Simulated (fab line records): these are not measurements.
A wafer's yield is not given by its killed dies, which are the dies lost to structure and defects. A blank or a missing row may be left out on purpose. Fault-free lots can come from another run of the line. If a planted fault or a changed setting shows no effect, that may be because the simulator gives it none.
A single fault, viewed from 2 desks -- flow gf180mcu -- each desk has only its own numbers; what lay behind them comes last

## METROLOGY DESK
What the gauges read for every lot (on any tool): the sampled wafers with a number, averaged. If a lot's mean is further than 4 standard deviations from the usual mean, the lot is out of limits and carries the mark OUT (the distance appears in the brackets).
Columns: A = HV_LDD_02_OVL at GF_HV_LDD_OVL_MEAS_32, usual 0.5 nm; B = HV_LDD_3_TW at GF_HV_LDD_TW_MEAS_38, usual 1436
lot,first seen here,A,B
L542,day 12 06:49,1.2,1444
L543,day 12 12:49,-0.7,1433
L544,day 12 21:32,-0.2,1432
L549,day 14 18:23,-1.0,1445
L551,day 15 02:55,-1.3,1435
L552,day 15 18:37,0.4,1432
L554,day 16 04:25,2.3,1429
L555,day 16 14:19,2.4,1438
L557,day 17 00:52,0.9,1436
L560,day 18 04:28,0.8,1414
L561,day 18 07:45,0.4,1442
L562,day 18 11:01,2.4,1420
This desk found nothing out of limits on any of the 12 lots.

## THE TOOL OWNER'S DESK: implanter-04
GF_HV_LDD_IMPLANT_35, tool's own readings: per-lot mean of the sampled wafers with a number, covering each lot this tool ran. If a lot's mean is further than 4 standard deviations from the usual mean, the lot is out of limits and carries the mark OUT (the distance appears in the brackets).
Columns: A = dose ions cm2 at GF_HV_LDD_IMPLANT_35, usual 7.501e+12; B = faraday current uA at GF_HV_LDD_IMPLANT_35, usual 42.3
lot,first seen here,A,B
L543,day 12 13:10,7.500e+12,42.6
L544,day 12 21:55,7.491e+12,42.1
L552,day 15 18:57,7.507e+12,41.5
L554,day 16 04:47,7.491e+12,42.6
L555,day 16 14:41,7.497e+12,42.2
L557,day 17 01:13,7.502e+12,42.4
L560,day 18 04:52,6.488e+12 (-99 or more) OUT,37.0 (-6.6) OUT
L562,day 18 11:21,6.487e+12 (-99 or more) OUT,37.2 (-6.4) OUT
This desk's finding: out of limits on L560, L562; first on L560, day 18 04:52 (dose ions cm2 at GF_HV_LDD_IMPLANT_35). L543, L544, L552, L554, L555, L557 stayed within limits.

## BROUGHT TOGETHER
The tool owner's desk had the chance to raise an alarm at day 18 04:52 on L560, L562.
At the metrology desk, nothing out of limits was observed.
The metrology desk has L560, L562 on record, within its limits.
Of the lots named, all ran GF_HV_LDD_IMPLANT_35 on implanter-04.

## WHAT THE SIMULATOR HAD INSERTED
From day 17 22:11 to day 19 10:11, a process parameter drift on implanter-04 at GF_HV_LDD_IMPLANT_35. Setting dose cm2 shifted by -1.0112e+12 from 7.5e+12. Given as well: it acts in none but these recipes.
Lots struck among those shown: L560, L562.
Delay in hours, fault start to first out-of-limits reading, by desk: the tool owner's desk at 7.
